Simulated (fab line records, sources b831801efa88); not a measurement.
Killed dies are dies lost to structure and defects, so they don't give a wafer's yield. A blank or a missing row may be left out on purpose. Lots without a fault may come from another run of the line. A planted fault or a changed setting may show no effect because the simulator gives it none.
fab line records | flow gf180mcu
record lots=7 wafers=21 last_day=34
route steps=602 shown V2@396
lots that met no fault: from a run of the same line without faults
start_h: hours from the record's first day to the start of the lot's first wafer shown | wait_h: hours since the lot's step before | " the same as in the row above | L1.1+2: a row that stands for several wafers | - no value, or no start given | * or withheld: withheld | < > ~ a bound
route shown NAME@n: a module of which the file shows steps, and the number in the route of the first | usual: mean/standard deviation of fault-free wafers | same: alike in all rows | chamber/n: place in a boat | sites: the reading at each site | _std_site: their standard deviation | _edge_site: outer sites' mean less inner sites' | radius_mm: how far each site lies from the wafer's centre | mask NAME#n: copy n | behind: the tool/chamber that last shaped the wafer | hold: why the lot was held/for how many hours/how that ended | device: the transistor (n, p or np) that didn't switch | end of line: the same wafers' tests at the end of the route | a step without rows: its recipe alone | killed: dies lost to structure and defects at the first sort, not the wafer's yield | map: a wafer's dies, x killed, . not, _ none there
set.NAME: the setting as run; set.NAME@STEP: as run at that earlier step | model.NAME: the simulator's own value behind a step, which no gauge read
lots at some steps of the route; a table a step, a row a wafer
services: from which hour (start_h, from the record's first day; less than 0 if before it) a tool's chamber was out of use, for how many hours, and why
## steps
# step GF_V2_CD_MEAS_14
# recipe target_cd_nm=260
# usual cd_nm=260.2/1.1
# columns lot.wafer tool chamber start_h wait_h cd_nm
L188.1 cd_sem-01 - 508.13 0.1 261.2
L188.3 " - " " 260.4
L188.6 " - " " 262.1
L193.4 cd_sem-01 - 552.51 0.1 260.4
L193.5 " - " " 259.5
L193.6 " - " " 260.0
L197.1 cd_sem-01 - 579.80 0.1 260.1
L197.2 " - " " 260.8
L197.4 " - " " 259.7
L199.2 cd_sem-01 - 592.32 0.1 260.6
L199.3 " - " " 260.1
L199.4 " - " " 261.3
L198.2 cd_sem-02 - 594.68 0.1 260.0
L198.3 " - " " 261.0
L198.5 " - " " 261.2
L206.1 cd_sem-02 - 637.61 0.1 260.5
L206.2 " - " " 260.5
L206.6 " - " " 261.2
L207.1 cd_sem-02 - 643.03 0.1 261.2
L207.3 " - " " 260.3
L207.6 " - " " 261.5
# step GF_V2_OVL_MEAS_15
# usual V2_OVL=-2/5.2
# columns lot.wafer tool chamber start_h wait_h V2_OVL[nm]
L188.1 overlay-02 - 508.25 0.1 -8
L188.3 " - " " -7
L188.6 " - " " -3
L193.4 overlay-02 - 552.59 0.1 2
L193.5 " - " " -3
L193.6 " - " " 1
L197.1 overlay-01 - 579.92 0.1 -6
L197.2 " - " " -3
L197.4 " - " " -2
L199.2 overlay-01 - 592.45 0.1 2
L199.3 " - " " 3
L199.4 " - " " 2
L198.2 overlay-01 - 594.78 0.1 -6
L198.3 " - " " -7
L198.5 " - " " -9
L206.1 overlay-02 - 637.73 0.1 -7
L206.2 " - " " -3
L206.6 " - " " -5
L207.1 overlay-01 - 643.15 0.1 -3
L207.3 " - " " 7
L207.6 " - " " -6
# step GF_V2_ETCH_16
# recipe chemistry=N2/H2 target_depth_a=withheld overetch_a=withheld time_s=withheld target=BARC ion_energy_ev=200 source_w=500 bias_w=100 pressure_mtorr=30 n2_flow_sccm=100 h2_flow_sccm=200
# usual bias_w=100.07/0.3 drypump_motor_current_A=5.8/0.46 oes_product_au=0.855/0.0048 throttle_valve_pct=13.224/0.0083
# columns lot.wafer tool chamber start_h wait_h bias_w drypump_motor_current_A oes_product_au throttle_valve_pct
L188.1 rie_diel-04 2 508.29 0.0 99.92 6.1 0.852 13.212
L188.3 " 1 " " 99.50 4.9 0.864 13.224
L188.6 " 2 " " 99.81 6.1 0.854 13.222
L193.4 rie_diel-01 1 552.60 0.0 100.34 5.3 0.856 13.223
L193.5 " 1 " " 100.09 5.2 0.861 13.218
L193.6 " 0 " " 99.78 5.8 0.861 13.235
L197.1 rie_diel-02 2 579.95 0.0 100.08 5.5 0.851 13.228
L197.2 " 0 " " 100.30 5.7 0.848 13.208
L197.4 " 3 " " 100.01 6.2 0.861 13.220
L199.2 rie_diel-01 3 592.48 0.0 100.57 6.5 0.853 13.215
L199.3 " 0 " " 99.67 5.8 0.854 13.225
L199.4 " 1 " " 100.05 5.3 0.847 13.231
L198.2 rie_diel-04 1 594.81 0.0 99.84 4.9 0.860 13.225
L198.3 " 0 " " 99.84 6.2 0.854 13.219
L198.5 " 0 " " 99.71 6.2 0.855 13.227
L206.1 rie_diel-01 3 637.76 0.0 100.23 6.5 0.856 13.230
L206.2 " 1 " " 99.92 5.2 0.860 13.215
L206.6 " 1 " " 100.00 5.2 0.850 13.221
L207.1 rie_diel-04 2 643.19 0.0 100.07 6.1 0.848 13.225
L207.3 " 1 " " 99.78 4.9 0.854 13.232
L207.6 " 0 " " 100.34 6.2 0.855 13.220
# step GF_V2_ETCH_17
# recipe chemistry=C4F8/O2/Ar mask_material=KrF target=SiO2 stop_on=TiN source_w=1500 bias_w=1200 pressure_mtorr=40 c4f8_flow_sccm=withheld O2_flow_sccm=6 Ar_flow_sccm=300 time_s=withheld target_depth_a=6300
# usual bias_w=1200/3.9 oes_product_au=0.856/0.0044
# columns lot.wafer tool chamber start_h wait_h bias_w oes_product_au
L188.1 rie_diel-04 2 - - 1208 0.854
L188.3 " 1 " " 1200 0.844
L188.6 " 2 " " 1195 0.853
L193.4 rie_diel-01 1 - - 1202 0.859
L193.5 " 1 " " 1202 0.862
L193.6 " 0 " " 1201 0.852
L197.1 rie_diel-02 2 - - 1204 0.861
L197.2 " 0 " " 1200 0.859
L197.4 " 3 " " 1199 0.855
L199.2 rie_diel-01 3 - - 1198 0.856
L199.3 " 0 " " 1198 0.848
L199.4 " 1 " " 1194 0.854
L198.2 rie_diel-04 1 - - 1197 0.855
L198.3 " 0 " " 1197 0.849
L198.5 " 0 " " 1195 0.853
L206.1 rie_diel-01 3 - - 1199 0.857
L206.2 " 1 " " 1205 0.865
L206.6 " 1 " " 1199 0.852
L207.1 rie_diel-04 2 - - 1201 0.850
L207.3 " 1 " " 1193 0.856
L207.6 " 0 " " 1201 0.857
# step GF_V2_STRIP_18
# recipe chemistry=O2/N2 power_w=1400 pressure_mtorr=1500 platen_temp_c=250 o2_flow_sccm=3000 n2_flow_sccm=300 overash_fraction=0.5
# usual drypump_motor_current_A=5.68/0.25 heater_power_w=334/23 oes_product_au=0.594/0.0052
# same overash_fraction=0.5
# columns lot.wafer tool chamber start_h wait_h drypump_motor_current_A heater_power_w oes_product_au rf_hours_counter_h
L188.1 plasma_asher-04 1 508.42 - 5.38 352 0.594 75
L188.3 " 0 " " 5.97 315 0.593 -
L188.6 " 0 " " 5.97 312 0.599 -
L193.4 plasma_asher-02 0 552.77 - 6.05 364 0.590 -
L193.5 " 1 " " 5.60 345 0.590 -
L193.6 " 0 " " 6.07 363 0.588 -
L197.1 plasma_asher-02 1 580.08 - 5.60 346 0.584 90
L197.2 " 0 " " 6.09 356 0.599 90
L197.4 " 1 " " 5.60 348 0.597 -
L199.2 plasma_asher-01 1 592.60 - 5.56 327 0.593 17
L199.3 " 0 " " 5.52 297 0.597 -
L199.4 " 1 " " 5.58 328 0.594 -
L198.2 plasma_asher-02 1 595.01 - 5.60 348 0.590 92
L198.3 " 0 " " 6.03 358 0.588 -
L198.5 " 1 " " 5.59 352 0.588 -
L206.1 plasma_asher-02 0 637.89 - 6.06 356 0.595 96
L206.2 " 1 " " 5.59 337 0.600 96
L206.6 " 1 " " 5.60 343 0.600 -
L207.1 plasma_asher-01 0 643.32 - 5.45 300 0.589 22
L207.3 " 1 " " 5.56 323 0.592 -
L207.6 " 0 " " 5.45 297 0.596 -
# step GF_V2_STRIP_19
# recipe chemistry=post_etch_residue_remover time_s=1200 temp_c=72.5
# step GF_V2_CLEAN_20
# recipe chemistry=DIW dry=n2_spin
# step GF_V2_SPUTTER_21
# recipe material=Ti target_thk_nm=15 chamber_pressure_pa=5 power_w=2500 substrate_temp_c=200 time_s=80.02
# step GF_V2_SPUTTER_22
# recipe material=TiN target_thk_nm=10 chamber_pressure_pa=5 power_w=4000 time_s=40
# usual throttle_valve_pct=29.7/1.1
# columns lot.wafer tool chamber start_h wait_h throttle_valve_pct
L188.1 pvd_sputter-04 - 509.01 0.0 30.3
L188.3 " - " " 28.8
L188.6 " - " " 28.8
L193.4 pvd_sputter-01 - 553.33 0.0 27.7
L193.5 " - " " 29.9
L193.6 " - " " 27.9
L197.1 pvd_sputter-02 - 580.68 0.0 29.7
L197.2 " - " " 29.4
L197.4 " - " " 28.0
L199.2 pvd_sputter-01 - 593.30 0.0 30.1
L199.3 " - " " 28.0
L199.4 " - " " 30.8
L198.2 pvd_sputter-04 - 595.96 0.0 28.8
L198.3 " - " " 30.1
L198.5 " - " " 29.2
L206.1 pvd_sputter-01 - 638.55 0.0 31.2
L206.2 " - " " 27.7
L206.6 " - " " 31.2
L207.1 pvd_sputter-02 - 644.25 0.0 29.0
L207.3 " - " " 29.4
L207.6 " - " " 27.9
# step GF_V2_CVD_23
# recipe material=W target_thk_nm=350 time_s=104.94 temp_c=400 pressure_torr=40
# usual heater_power_w=826/66
# columns lot.wafer tool chamber start_h wait_h heater_power_w
L188.1 cvd_w-02 1 509.05 0.0 787
L188.3 " 0 " " 725
L188.6 " 1 " " 761
L193.4 cvd_w-01 1 553.40 0.1 916
L193.5 " 1 " " 901
L193.6 " 0 " " 849
L197.1 cvd_w-01 0 580.72 0.0 824
L197.2 " 1 " " 918
L197.4 " 1 " " 930
L199.2 cvd_w-02 1 593.34 0.0 780
L199.3 " 1 " " 748
L199.4 " 0 " " 752
L198.2 cvd_w-01 1 596.00 0.0 928
L198.3 " 0 " " 841
L198.5 " 0 " " 847
L206.1 cvd_w-01 1 638.59 0.0 911
L206.2 " 0 " " 839
L206.6 " 0 " " 848
L207.1 cvd_w-02 1 644.29 0.0 786
L207.3 " 1 " " 781
L207.6 " 0 " " 729
# step GF_V2_RS_MEAS_24
# recipe thk_meas_gauge=four-point-probe reads=W_of_V2_CVD_23+TiN_of_V2_SPUTTER_22+Ti_of_V2_SPUTTER_21
# usual V2_W_RS=0.325/0.0037
# columns lot.wafer tool chamber start_h wait_h V2_W_RS[ohm/sq]
L188.1 film_metro-03 - 509.16 0.1 0.326
L188.3 " - " " 0.320
L188.6 " - " " 0.322
L193.4 film_metro-02 - 553.54 0.1 0.326
L193.5 " - " " 0.322
L193.6 " - " " 0.325
L197.1 film_metro-02 - 580.83 0.1 0.330
L197.2 " - " " 0.326
L197.4 " - " " 0.331
L199.2 film_metro-03 - 593.47 0.1 0.328
L199.3 " - " " 0.327
L199.4 " - " " 0.323
L198.2 film_metro-03 - 596.13 0.1 0.322
L198.3 " - " " 0.329
L198.5 " - " " 0.326
L206.1 film_metro-04 - 638.70 0.1 0.324
L206.2 " - " " 0.325
L206.6 " - " " 0.328
L207.1 film_metro-04 - 644.40 0.1 0.330
L207.3 " - " " 0.328
L207.6 " - " " 0.327
# step GF_V2_THK_MEAS_25
# recipe thk_meas_gauge=xrf reads=W_of_V2_CVD_23
# usual V2_W_THK=369/7.2
# columns lot.wafer tool chamber start_h wait_h V2_W_THK[nm]
L188.1 film_metro-03 - 509.28 0.1 376
L188.3 " - " " 382
L188.6 " - " " 379
L193.4 film_metro-02 - 553.63 0.1 363
L193.5 " - " " 369
L193.6 " - " " 365
L197.1 film_metro-02 - 580.95 0.1 356
L197.2 " - " " 358
L197.4 " - " " 353
L199.2 film_metro-03 - 593.58 0.1 373
L199.3 " - " " 377
L199.4 " - " " 381
L198.2 film_metro-03 - 596.24 0.1 378
L198.3 " - " " 371
L198.5 " - " " 377
L206.1 film_metro-04 - 638.82 0.1 367
L206.2 " - " " 369
L206.6 " - " " 363
L207.1 film_metro-04 - 644.52 0.1 362
L207.3 " - " " 360
L207.6 " - " " 363
# step GF_V2_CMP_26
# recipe stop_on=SiO2 down_force_psi=3.5 platen_rpm=60 t_overpolish_s=15 target_thk_nm=0 pad_velocity_m_s=0.94248
# usual edge_zone_pressure_frac=1.000/0.0047 head_pressure_psi=3.500/0.0075 motor_current_A=11.0/0.64 overpolish_run_s=15.000/0.0093 time_to_endpoint_s=85.2/2.8
# columns lot.wafer tool chamber start_h wait_h edge_zone_pressure_frac head_pressure_psi motor_current_A overpolish_run_s time_to_endpoint_s model.W_of_V2_CVD_23.thk_nm model.SiO2_of_V2_CVD_02.thk_nm
L188.1 cmp-02 3 509.44 0.1 1.000 3.502 11.5 14.989 83.8 0 627.1
L188.3 " 0 " " 0.996 3.507 11.2 14.997 85.0 0 628.2
L188.6 " 2 " " 0.994 3.493 10.1 15.009 85.4 0 627.1
L193.4 cmp-01 2 553.81 0.2 1.001 3.485 11.2 15.015 80.9 0 628.3
L193.6 " 3 " " 0.989 3.497 12.0 15.002 87.5 0 628.4
L193.5 " 0 " " 1.000 3.505 11.1 14.992 90.2 0 629.4
L197.4 cmp-02 1 581.01 0.0 - - - - - 345.7 631.8
L197.2 " 2 " " - - - - - 351.1 633.8
L197.1 " 3 " " - - - - - 347.1 632.7
L199.4 cmp-01 3 593.63 0.0 - - - - - 353.7 633.7
L199.3 " 0 " " - - - - - 350.8 630.7
L199.2 " 1 " " - - - - - 349.5 632.6
L198.2 cmp-01 0 596.34 0.1 - - - - - 355.5 631.9
L198.3 " 2 " " - - - - - 347.7 631.8
L198.5 " 0 " " - - - - - 351.3 631.5
L206.1 cmp-02 1 638.88 0.1 1.003 3.493 9.5 15.003 84.0 0 628.9
L206.2 " 0 " " 1.005 3.498 11.4 15.004 86.4 0 629.9
L206.6 " 1 " " 1.002 3.488 10.0 14.999 86.8 0 630.4
L207.1 cmp-02 2 644.63 0.1 0.997 3.493 10.4 15.003 81.3 0 629.2
L207.3 " 3 " " 1.006 3.504 10.6 14.996 83.8 0 628.6
L207.6 " 1 " " 1.001 3.498 10.5 14.999 85.2 0 628.2
## services
# columns tool chamber start_h hours kind
cvd_w-02 - 485.97 2.8 pm
pvd_sputter-04 - 494.03 1.6 repair
cvd_w-02 1 497.02 5.3 repair
rie_diel-04 0 505.41 - clean
rie_diel-04 0 505.41 20.3 scheduled_down
rie_diel-04 0 505.41 20.3 vent_cycle
pvd_sputter-01 - 506.63 14.9 repair
rie_diel-02 - 527.52 1.0 repair
pvd_sputter-01 - 551.93 1.0 repair
plasma_asher-04 - 564.87 0.8 repair
cmp-01 - 568.35 0.5 repair
cmp-02 - 570.14 2.7 repair
cmp-02 - 572.81 4.0 pm
rie_diel-01 0 578.84 7.4 repair
plasma_asher-04 - 580.37 5.7 repair
rie_diel-04 3 586.38 - clean
rie_diel-04 3 586.38 24.5 scheduled_down
rie_diel-04 2 591.13 4.7 repair
cvd_w-02 0 603.52 4.0 repair
plasma_asher-02 - 607.27 3.4 repair
rie_diel-04 1 616.71 11.0 repair
rie_diel-01 0 630.49 126.8 repair
rie_diel-04 3 640.00 3.0 repair
rie_diel-02 3 643.07 2.5 repair
## key
first_sign step=GF_V2_CMP_26 reading=tool_record direction=missing
effect none on later readings
model_effect step=GF_V2_CMP_26 value=W_of_V2_CVD_23.thk_nm without=0 struck=350.3
met_at GF_V2_CMP_26
struck_wafers L197.1,L197.2,L197.4,L198.2,L198.3,L198.5,L199.2,L199.3,L199.4
later_rows_left_out L197.1,L197.2,L197.4,L198.2,L198.3,L198.5,L199.2,L199.3,L199.4
sort_left_out L197.1,L197.2,L197.4,L198.2,L198.3,L198.5,L199.2,L199.3,L199.4
onset_between 553.81 581.01
fault kind=skipped_step_whole tool=cmp-01,cmp-02 chamber=- onset_h=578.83 steps=GF_V2_CMP_26 scope=struck_lots_only
# sort_left_out: the simulated sort isn't trusted on such a fault, so these wafers' sort isn't shown, and their yield isn't known
# later_rows_left_out: the simulator's readings of these wafers behind a module that went badly wrong aren't trusted and aren't shown, but for the sort
